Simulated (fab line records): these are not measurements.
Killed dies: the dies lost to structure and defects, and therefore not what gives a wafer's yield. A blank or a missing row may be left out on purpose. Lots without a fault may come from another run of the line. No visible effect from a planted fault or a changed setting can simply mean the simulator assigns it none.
Which tool is to blame? / flow gf180mcu / 14 lots, 42 wafers sampled, at 6 steps of a route of 602

## WHAT THE GAUGES READ, wafer by wafer
GF_PSD_TW_MEAS_11. Usual: PSD_TW typically reads 3157, with standard deviation 28.
lot=L898; measured=day 14 12:05; on=filmMetro-03; PSD_TW=3121 3141 3136; flag=
lot=L900; measured=day 14 23:35; on=filmMetro-04; PSD_TW=3154 3148 3149; flag=
lot=L901; measured=day 15 08:49; on=filmMetro-02; PSD_TW=3202 3204 3170; flag=
lot=L902; measured=day 15 12:58; on=filmMetro-03; PSD_TW=3139 3132 3137; flag=
lot=L904; measured=day 16 07:50; on=filmMetro-03; PSD_TW=3153 3153 3148; flag=
lot=L906; measured=day 16 23:32; on=filmMetro-03; PSD_TW=3148 3145 3135; flag=
lot=L907; measured=day 17 03:46; on=filmMetro-02; PSD_TW=3163 3176 3158; flag=
lot=L913; measured=day 19 13:46; on=filmMetro-03; PSD_TW=3108 3115 3106; flag=
lot=L914; measured=day 20 00:05; on=filmMetro-03; PSD_TW=30 30 30; flag=OFF
lot=L915; measured=day 20 13:43; on=filmMetro-02; PSD_TW=30 30 30; flag=OFF
lot=L918; measured=day 21 13:26; on=filmMetro-03; PSD_TW=3146 3133 3127; flag=
lot=L919; measured=day 21 23:05; on=filmMetro-03; PSD_TW=3132 3131 3128; flag=
lot=L920; measured=day 22 01:23; on=filmMetro-02; PSD_TW=3198 3183 3209; flag=
lot=L921; measured=day 22 12:38; on=filmMetro-02; PSD_TW=3193 3195 3194; flag=

GF_M1_RS_MEAS_05: measurement is done with a four-point probe. Usual: M1_ALCU_RS typically reads 0.0698 ohm/sq, with standard deviation 0.00085.
lot=L898; measured=day 16 10:49; on=filmMetro-03; M1_ALCU_RS (ohm/sq)=0.0698 0.0703 0.0707; flag=
lot=L900; measured=day 16 23:05; on=filmMetro-02; M1_ALCU_RS (ohm/sq)=0.0691 0.0697 0.0690; flag=
lot=L901; measured=day 17 09:12; on=filmMetro-03; M1_ALCU_RS (ohm/sq)=0.0705 0.0683 0.0701; flag=
lot=L902; measured=day 17 13:20; on=filmMetro-03; M1_ALCU_RS (ohm/sq)=0.0695 0.0700 0.0712; flag=
lot=L904; measured=day 18 10:16; on=filmMetro-03; M1_ALCU_RS (ohm/sq)=0.0709 0.0696 0.0695; flag=
lot=L906; measured=day 19 02:20; on=filmMetro-02; M1_ALCU_RS (ohm/sq)=0.0695 0.0691 0.0692; flag=
lot=L907; measured=day 19 06:59; on=filmMetro-02; M1_ALCU_RS (ohm/sq)=0.0701 0.0692 0.0688; flag=
lot=L913; measured=day 21 18:08; on=filmMetro-04; M1_ALCU_RS (ohm/sq)=0.0686 0.0704 0.0697; flag=
lot=L914; measured=day 22 03:04; on=filmMetro-03; M1_ALCU_RS (ohm/sq)=0.0692 0.0699 0.0685; flag=
lot=L915; measured=day 22 17:29; on=filmMetro-03; M1_ALCU_RS (ohm/sq)=0.0707 0.0697 0.0699; flag=
lot=L918; measured=day 23 14:40; on=filmMetro-03; M1_ALCU_RS (ohm/sq)=0.0689 0.0686 0.0682; flag=
lot=L919; measured=day 24 00:47; on=filmMetro-03; M1_ALCU_RS (ohm/sq)=0.0694 0.0706 0.0703; flag=
lot=L920; measured=day 24 02:56; on=filmMetro-03; M1_ALCU_RS (ohm/sq)=0.0703 0.0697 0.0698; flag=
lot=L921; measured=day 24 13:44; on=filmMetro-03; M1_ALCU_RS (ohm/sq)=0.0710 0.0699 0.0708; flag=

## WHAT TOOL EACH LOT RAN ON (gives the tool, then ch and the chambers of the sampled wafers, and finally the start)
lot=L898; GF_NSD_STRIP_11=plasmaAsher-03 ch 0,1, day 13 15:59; GF_PSD_STRIP_10=plasmaAsher-01 ch 0,1, day 14 11:59; GF_CONTACT_ETCH_16=rieDiel-03 ch 0,1,2, day 16 09:28; GF_CONTACT_SPUTTER_23=pvdSputter-01, day 16 09:59
lot=L900; GF_NSD_STRIP_11=plasmaAsher-04 ch 0,1, day 14 02:31; GF_PSD_STRIP_10=plasmaAsher-02 ch 0,1, day 14 23:29; GF_CONTACT_ETCH_16=rieDiel-03 ch 1,2,3, day 16 21:42; GF_CONTACT_SPUTTER_23=pvdSputter-03, day 16 22:14
lot=L901; GF_NSD_STRIP_11=plasmaAsher-03 ch 0,1, day 14 11:21; GF_PSD_STRIP_10=plasmaAsher-02 ch 0,1, day 15 08:43; GF_CONTACT_ETCH_16=rieDiel-02 ch 2,3, day 17 07:49; GF_CONTACT_SPUTTER_23=pvdSputter-01, day 17 08:20
lot=L902; GF_NSD_STRIP_11=plasmaAsher-04 ch 0,1, day 14 15:40; GF_PSD_STRIP_10=plasmaAsher-02 ch 0,1, day 15 12:52; GF_CONTACT_ETCH_16=rieDiel-03 ch 0,1,2, day 17 11:58; GF_CONTACT_SPUTTER_23=pvdSputter-03, day 17 12:30
lot=L904; GF_NSD_STRIP_11=plasmaAsher-02 ch 0,1, day 15 09:27; GF_PSD_STRIP_10=plasmaAsher-02 ch 0,1, day 16 07:45; GF_CONTACT_ETCH_16=rieDiel-02 ch 1,2, day 18 08:34; GF_CONTACT_SPUTTER_23=pvdSputter-04, day 18 09:05
lot=L906; GF_NSD_STRIP_11=plasmaAsher-04 ch 0,1, day 16 00:36; GF_PSD_STRIP_10=plasmaAsher-03 ch 0,1, day 16 23:26; GF_CONTACT_ETCH_16=rieDiel-02 ch 0,2,3, day 19 00:55; GF_CONTACT_SPUTTER_23=pvdSputter-04, day 19 01:26
lot=L907; GF_NSD_STRIP_11=plasmaAsher-04 ch 1, day 16 04:20; GF_PSD_STRIP_10=plasmaAsher-01 ch 0,1, day 17 03:40; GF_CONTACT_ETCH_16=rieDiel-02 ch 0,1,2, day 19 05:30; GF_CONTACT_SPUTTER_23=pvdSputter-01, day 19 06:01
lot=L913; GF_NSD_STRIP_11=plasmaAsher-02 ch 0,1, day 18 13:01; GF_PSD_STRIP_10=plasmaAsher-01 ch 0,1, day 19 13:40; GF_CONTACT_ETCH_16=rieDiel-02 ch 0,1,3, day 21 16:46; GF_CONTACT_SPUTTER_23=pvdSputter-03, day 21 17:18
lot=L914; GF_NSD_STRIP_11=plasmaAsher-02 ch 0,1, day 18 23:06; GF_PSD_STRIP_10=plasmaAsher-02 ch 0,1, day 19 23:59; GF_CONTACT_ETCH_16=rieDiel-02 ch 0,1,3, day 22 01:40; GF_CONTACT_SPUTTER_23=pvdSputter-03, day 22 02:13
lot=L915; GF_NSD_STRIP_11=plasmaAsher-03 ch 0,1, day 19 12:57; GF_PSD_STRIP_10=plasmaAsher-01 ch 0,1, day 20 13:37; GF_CONTACT_ETCH_16=rieDiel-03 ch 0,1,2, day 22 16:07; GF_CONTACT_SPUTTER_23=pvdSputter-04, day 22 16:38
lot=L918; GF_NSD_STRIP_11=plasmaAsher-03 ch 0,1, day 20 13:25; GF_PSD_STRIP_10=plasmaAsher-03 ch 0,1, day 21 13:20; GF_CONTACT_ETCH_16=rieDiel-04 ch 1,2,3, day 23 13:19; GF_CONTACT_SPUTTER_23=pvdSputter-01, day 23 13:50
lot=L919; GF_NSD_STRIP_11=plasmaAsher-03 ch 0,1, day 20 23:00; GF_PSD_STRIP_10=plasmaAsher-03 ch 0,1, day 21 22:59; GF_CONTACT_ETCH_16=rieDiel-04 ch 2,3, day 23 23:22; GF_CONTACT_SPUTTER_23=pvdSputter-04, day 23 23:53
lot=L920; GF_NSD_STRIP_11=plasmaAsher-02 ch 0,1, day 21 01:50; GF_PSD_STRIP_10=plasmaAsher-03 ch 0,1, day 22 01:17; GF_CONTACT_ETCH_16=rieDiel-03 ch 0,3, day 24 01:32; GF_CONTACT_SPUTTER_23=pvdSputter-04, day 24 02:05
lot=L921; GF_NSD_STRIP_11=plasmaAsher-04 ch 0,1, day 21 13:08; GF_PSD_STRIP_10=plasmaAsher-01 ch 0,1, day 22 12:32; GF_CONTACT_ETCH_16=rieDiel-02 ch 0,2,3, day 24 12:22; GF_CONTACT_SPUTTER_23=pvdSputter-03, day 24 12:53
- GF_NSD_STRIP_11: strips in O2/N2.
- GF_PSD_STRIP_10: strips in O2/N2.
- GF_CONTACT_ETCH_16: etches BARC in N2/H2.
- GF_CONTACT_SPUTTER_23: material TiN, target thk 10 nm, time 40 s.

## AS READ BY THE TOOLS THEMSELVES (means over the sampled wafers that have a number; for cases with no such wafer, the mark the record gives instead)
GF_NSD_STRIP_11. Usual: chamberPressureMTorr 1500.3 mTorr, standard deviation 3; drypumpMotorCurrentA 5.6 A, standard deviation 0.55; heaterPowerW 319 W, standard deviation 20; oesProductAu 0.486 a.u., standard deviation 0.0043; stripTimeToEndpointS 22.87 s, standard deviation 0.035.
lot=L898; tool=plasmaAsher-03; chamberPressureMTorr (mTorr)=1500.7; drypumpMotorCurrentA (A)=5.2; heaterPowerW (W)=335; oesProductAu (a.u.)=0.488; stripTimeToEndpointS (s)=22.87; flag=
lot=L900; tool=plasmaAsher-04; chamberPressureMTorr (mTorr)=1511.6; drypumpMotorCurrentA (A)=5.5; heaterPowerW (W)=320; oesProductAu (a.u.)=0.488; stripTimeToEndpointS (s)=22.85; flag=OFF
lot=L901; tool=plasmaAsher-03; chamberPressureMTorr (mTorr)=1500.7; drypumpMotorCurrentA (A)=5.6; heaterPowerW (W)=342; oesProductAu (a.u.)=0.488; stripTimeToEndpointS (s)=22.95; flag=
lot=L902; tool=plasmaAsher-04; chamberPressureMTorr (mTorr)=1498.8; drypumpMotorCurrentA (A)=5.5; heaterPowerW (W)=322; oesProductAu (a.u.)=0.491; stripTimeToEndpointS (s)=22.88; flag=
lot=L904; tool=plasmaAsher-02; chamberPressureMTorr (mTorr)=1500.5; drypumpMotorCurrentA (A)=5.8; heaterPowerW (W)=305; oesProductAu (a.u.)=0.488; stripTimeToEndpointS (s)=22.86; flag=
lot=L906; tool=plasmaAsher-04; chamberPressureMTorr (mTorr)=1500.0; drypumpMotorCurrentA (A)=5.5; heaterPowerW (W)=325; oesProductAu (a.u.)=0.483; stripTimeToEndpointS (s)=22.87; flag=
lot=L907; tool=plasmaAsher-04; chamberPressureMTorr (mTorr)=1498.7; drypumpMotorCurrentA (A)=5.6; heaterPowerW (W)=336; oesProductAu (a.u.)=0.485; stripTimeToEndpointS (s)=22.91; flag=
lot=L913; tool=plasmaAsher-02; chamberPressureMTorr (mTorr)=1501.3; drypumpMotorCurrentA (A)=5.8; heaterPowerW (W)=312; oesProductAu (a.u.)=0.484; stripTimeToEndpointS (s)=22.84; flag=
lot=L914; tool=plasmaAsher-02; chamberPressureMTorr (mTorr)=-; drypumpMotorCurrentA (A)=-; heaterPowerW (W)=-; oesProductAu (a.u.)=-; stripTimeToEndpointS (s)=-; flag=OFF
lot=L915; tool=plasmaAsher-03; chamberPressureMTorr (mTorr)=-; drypumpMotorCurrentA (A)=-; heaterPowerW (W)=-; oesProductAu (a.u.)=-; stripTimeToEndpointS (s)=-; flag=OFF
lot=L918; tool=plasmaAsher-03; chamberPressureMTorr (mTorr)=1500.3; drypumpMotorCurrentA (A)=5.6; heaterPowerW (W)=340; oesProductAu (a.u.)=0.488; stripTimeToEndpointS (s)=22.86; flag=
lot=L919; tool=plasmaAsher-03; chamberPressureMTorr (mTorr)=1499.8; drypumpMotorCurrentA (A)=5.3; heaterPowerW (W)=335; oesProductAu (a.u.)=0.482; stripTimeToEndpointS (s)=22.86; flag=
lot=L920; tool=plasmaAsher-02; chamberPressureMTorr (mTorr)=1499.7; drypumpMotorCurrentA (A)=6.2; heaterPowerW (W)=292; oesProductAu (a.u.)=0.486; stripTimeToEndpointS (s)=22.91; flag=
lot=L921; tool=plasmaAsher-04; chamberPressureMTorr (mTorr)=1500.2; drypumpMotorCurrentA (A)=5.4; heaterPowerW (W)=321; oesProductAu (a.u.)=0.485; stripTimeToEndpointS (s)=22.88; flag=

GF_PSD_STRIP_10. Usual: chamberPressureMTorr 1500.1 mTorr, standard deviation 1.3; drypumpMotorCurrentA 5.9 A, standard deviation 0.5; heaterPowerW 306 W, standard deviation 22; oesProductAu 0.591 a.u., standard deviation 0.0041; stripTimeToEndpointS 16.54 s, standard deviation 0.041.
lot=L898; tool=plasmaAsher-01; chamberPressureMTorr (mTorr)=1499.7; drypumpMotorCurrentA (A)=5.9; heaterPowerW (W)=296; oesProductAu (a.u.)=0.590; stripTimeToEndpointS (s)=16.46; flag=
lot=L900; tool=plasmaAsher-02; chamberPressureMTorr (mTorr)=1499.9; drypumpMotorCurrentA (A)=6.1; heaterPowerW (W)=300; oesProductAu (a.u.)=0.592; stripTimeToEndpointS (s)=16.58; flag=
lot=L901; tool=plasmaAsher-02; chamberPressureMTorr (mTorr)=1499.1; drypumpMotorCurrentA (A)=5.8; heaterPowerW (W)=304; oesProductAu (a.u.)=0.594; stripTimeToEndpointS (s)=16.54; flag=
lot=L902; tool=plasmaAsher-02; chamberPressureMTorr (mTorr)=1498.9; drypumpMotorCurrentA (A)=6.2; heaterPowerW (W)=300; oesProductAu (a.u.)=0.589; stripTimeToEndpointS (s)=16.48; flag=
lot=L904; tool=plasmaAsher-02; chamberPressureMTorr (mTorr)=1500.0; drypumpMotorCurrentA (A)=5.8; heaterPowerW (W)=311; oesProductAu (a.u.)=0.591; stripTimeToEndpointS (s)=16.53; flag=
lot=L906; tool=plasmaAsher-03; chamberPressureMTorr (mTorr)=1500.2; drypumpMotorCurrentA (A)=5.6; heaterPowerW (W)=336; oesProductAu (a.u.)=0.593; stripTimeToEndpointS (s)=16.48; flag=
lot=L907; tool=plasmaAsher-01; chamberPressureMTorr (mTorr)=1500.2; drypumpMotorCurrentA (A)=5.9; heaterPowerW (W)=296; oesProductAu (a.u.)=0.589; stripTimeToEndpointS (s)=16.57; flag=
lot=L913; tool=plasmaAsher-01; chamberPressureMTorr (mTorr)=1501.8; drypumpMotorCurrentA (A)=6.1; heaterPowerW (W)=287; oesProductAu (a.u.)=0.595; stripTimeToEndpointS (s)=16.59; flag=
lot=L914; tool=plasmaAsher-02; chamberPressureMTorr (mTorr)=1501.3; drypumpMotorCurrentA (A)=6.2; heaterPowerW (W)=302; oesProductAu (a.u.)=0.657; stripTimeToEndpointS (s)=31.35; flag=OFF
lot=L915; tool=plasmaAsher-01; chamberPressureMTorr (mTorr)=1500.9; drypumpMotorCurrentA (A)=5.9; heaterPowerW (W)=296; oesProductAu (a.u.)=0.655; stripTimeToEndpointS (s)=31.32; flag=OFF
lot=L918; tool=plasmaAsher-03; chamberPressureMTorr (mTorr)=1500.8; drypumpMotorCurrentA (A)=5.2; heaterPowerW (W)=331; oesProductAu (a.u.)=0.591; stripTimeToEndpointS (s)=16.62; flag=
lot=L919; tool=plasmaAsher-03; chamberPressureMTorr (mTorr)=1500.1; drypumpMotorCurrentA (A)=5.6; heaterPowerW (W)=338; oesProductAu (a.u.)=0.588; stripTimeToEndpointS (s)=16.48; flag=
lot=L920; tool=plasmaAsher-03; chamberPressureMTorr (mTorr)=1500.7; drypumpMotorCurrentA (A)=5.2; heaterPowerW (W)=338; oesProductAu (a.u.)=0.594; stripTimeToEndpointS (s)=16.50; flag=
lot=L921; tool=plasmaAsher-01; chamberPressureMTorr (mTorr)=1500.5; drypumpMotorCurrentA (A)=5.9; heaterPowerW (W)=300; oesProductAu (a.u.)=0.592; stripTimeToEndpointS (s)=16.61; flag=

GF_CONTACT_ETCH_16. Usual: drypumpMotorCurrentA 5.9 A, standard deviation 0.43; oesProductAu 0.855 a.u., standard deviation 0.0045; throttleValvePct 13.226 %, standard deviation 0.0095.
lot=L898; tool=rieDiel-03; drypumpMotorCurrentA (A)=5.8; oesProductAu (a.u.)=0.853; throttleValvePct (%)=13.222; flag=
lot=L900; tool=rieDiel-03; drypumpMotorCurrentA (A)=5.7; oesProductAu (a.u.)=0.854; throttleValvePct (%)=13.232; flag=
lot=L901; tool=rieDiel-02; drypumpMotorCurrentA (A)=6.6; oesProductAu (a.u.)=0.854; throttleValvePct (%)=13.226; flag=
lot=L902; tool=rieDiel-03; drypumpMotorCurrentA (A)=5.8; oesProductAu (a.u.)=0.857; throttleValvePct (%)=13.228; flag=
lot=L904; tool=rieDiel-02; drypumpMotorCurrentA (A)=6.2; oesProductAu (a.u.)=0.853; throttleValvePct (%)=13.228; flag=
lot=L906; tool=rieDiel-02; drypumpMotorCurrentA (A)=6.5; oesProductAu (a.u.)=0.859; throttleValvePct (%)=13.227; flag=
lot=L907; tool=rieDiel-02; drypumpMotorCurrentA (A)=6.2; oesProductAu (a.u.)=0.848; throttleValvePct (%)=13.225; flag=
lot=L913; tool=rieDiel-02; drypumpMotorCurrentA (A)=6.2; oesProductAu (a.u.)=0.854; throttleValvePct (%)=13.215; flag=
lot=L914; tool=rieDiel-02; drypumpMotorCurrentA (A)=6.2; oesProductAu (a.u.)=0.857; throttleValvePct (%)=13.231; flag=
lot=L915; tool=rieDiel-03; drypumpMotorCurrentA (A)=5.8; oesProductAu (a.u.)=0.857; throttleValvePct (%)=13.225; flag=
lot=L918; tool=rieDiel-04; drypumpMotorCurrentA (A)=5.6; oesProductAu (a.u.)=0.857; throttleValvePct (%)=13.238; flag=
lot=L919; tool=rieDiel-04; drypumpMotorCurrentA (A)=5.9; oesProductAu (a.u.)=0.852; throttleValvePct (%)=13.233; flag=
lot=L920; tool=rieDiel-03; drypumpMotorCurrentA (A)=6.1; oesProductAu (a.u.)=0.856; throttleValvePct (%)=13.224; flag=
lot=L921; tool=rieDiel-02; drypumpMotorCurrentA (A)=6.4; oesProductAu (a.u.)=0.855; throttleValvePct (%)=13.235; flag=

GF_CONTACT_SPUTTER_23. Usual: throttleValvePct reads 30.0 % (standard deviation 0.77).
lot=L898; tool=pvdSputter-01; throttleValvePct (%)=29.7; flag=
lot=L900; tool=pvdSputter-03; throttleValvePct (%)=30.1; flag=
lot=L901; tool=pvdSputter-01; throttleValvePct (%)=30.4; flag=
lot=L902; tool=pvdSputter-03; throttleValvePct (%)=28.8; flag=
lot=L904; tool=pvdSputter-04; throttleValvePct (%)=30.4; flag=
lot=L906; tool=pvdSputter-04; throttleValvePct (%)=30.5; flag=
lot=L907; tool=pvdSputter-01; throttleValvePct (%)=29.4; flag=
lot=L913; tool=pvdSputter-03; throttleValvePct (%)=29.5; flag=
lot=L914; tool=pvdSputter-03; throttleValvePct (%)=29.4; flag=
lot=L915; tool=pvdSputter-04; throttleValvePct (%)=30.4; flag=
lot=L918; tool=pvdSputter-01; throttleValvePct (%)=30.1; flag=
lot=L919; tool=pvdSputter-04; throttleValvePct (%)=30.6; flag=
lot=L920; tool=pvdSputter-04; throttleValvePct (%)=30.3; flag=
lot=L921; tool=pvdSputter-03; throttleValvePct (%)=29.2; flag=

## THE ANSWER, worked out from the rows above alone
Rule: take the mean of a lot's wafers that have a number; if it is more than 3 standard deviations from the usual mean, the lot is off. A lot without any number at a reading at which 4 lots or more have one is off too. The other lots that the step has rows for count as sound. After the gauges, taken in route order, come the tools' own readings; for these a lot's mean is taken, as printed above. The first step at which some lot is off is used, and at that step the reading that is off furthest; a lot without a number counts as furthest.
Off: at GF_PSD_TW_MEAS_11 (PSD_TW), L914, L915.
A tool fits if, at a process step before that reading, it ran every lot that is off, and no sound lot after the first of them. The gauges at GF_PSD_TW_MEAS_11 aren't tried: what is off there is off at GF_NSD_STRIP_11 too, on other tools, and a gauge's error can't cause that. Of those tried, none fits.

## WHAT THE SIMULATOR HAD INSERTED
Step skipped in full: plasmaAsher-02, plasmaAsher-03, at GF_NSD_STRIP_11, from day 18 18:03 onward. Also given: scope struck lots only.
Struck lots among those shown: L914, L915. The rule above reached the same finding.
